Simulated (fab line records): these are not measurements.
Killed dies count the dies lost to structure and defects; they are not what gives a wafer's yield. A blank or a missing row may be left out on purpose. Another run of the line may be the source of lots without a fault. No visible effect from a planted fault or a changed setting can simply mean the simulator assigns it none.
8D (eight disciplines) problem report, filled in by code -- flow gf180mcu -- the parts of the form that need people (team, actions taken, sign-off) are left out

## 1. THE PROBLEM
At GF_V1_SOFTBAKE_10, heater_power_total_W averages 93.82 W over 6 wafers from 2 lots, while fault-free wafers read 93.05 W, standard deviation 0.059. That is +13 standard deviations from the usual mean.
The step: time 60 s.
Earliest sighting: wafer L596.1 on litho_track-03 at day 20 18:00. At this step, 42 wafers from 14 lots have a number in the record. The rule behind "out" and "out of limits": a value lying over 4 standard deviations away from the usual mean. The other wafers with a number count as sound.

## 2. WHAT IT IS, AND WHAT IT ISN'T
question,is,is not
which readings at this step,"heater_power_total_W, plate_temp_C",-
which lots,"L596, L599","L597, L598, L600, L601, L604, L605, L606, L607, L608, L609, L610, L611"
which wafers of those lots,all that have a number,-
read on which tools,litho_track-03,"litho_track-02, litho_track-04"
when,from day 20 18:00,"up to then (0 sound wafers); but 36 sound wafers of L597, L598, L600, L601, L604, L605, L606, L607, L608, L609, L610, L611 came after"

## 3. THE SUSPECTS, EACH WITH WHAT RULES IT OUT
Counting: any tool at a process step up to the reading is kept as a suspect provided that every lot that is out went through it and no sound lot did after the first of them.
- litho_track-03 at GF_V1_SOFTBAKE_10 (time 60 s): kept. It ran every lot that is out, first L596 (day 20 18:00), and no sound lot after that. Out on those wafers are its own readings of heater_power_total_W, plate_temp_C.
Remaining after the count: litho_track-03 at GF_V1_SOFTBAKE_10.

## 4. THE CAUSE (what the simulator had put in)
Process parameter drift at GF_V1_SOFTBAKE_10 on litho_track-03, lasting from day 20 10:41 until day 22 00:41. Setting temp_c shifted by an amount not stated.
Counting left only this tool.

## 5. THE EFFECT CHAIN, in route order
Each row: a reading whose mean over the struck wafers that have a number lies more than 3 standard deviations from the usual. Readings are gone through only where the record gives a usual standard deviation; hours: the median, over the lots, of the time from a lot's start at the first step in this table giving one to that lot's start at this step; sigmas: the change measured in usual standard deviations.
hours,step,reading,usual,on struck wafers,change,sigmas
0,GF_V1_SOFTBAKE_10,heater_power_total_W,93.05 W,93.82,+0.77,+13
0,GF_V1_SOFTBAKE_10,plate_temp_C,130.01 C,130.75,+0.74,+5.3
Process steps it contains:
- GF_V1_SOFTBAKE_10: time 60 s.
Later steps that measure or inspect, where all struck wafers having a row at the step show a number for every such reading and not one has moved that far: GF_V1_OVL_MEAS_15.

## 6. WHAT WOULD HAVE CAUGHT IT SOONER
In this record no reading fell out of limits until day 20 18:00, 7 hours after the fault had begun at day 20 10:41.
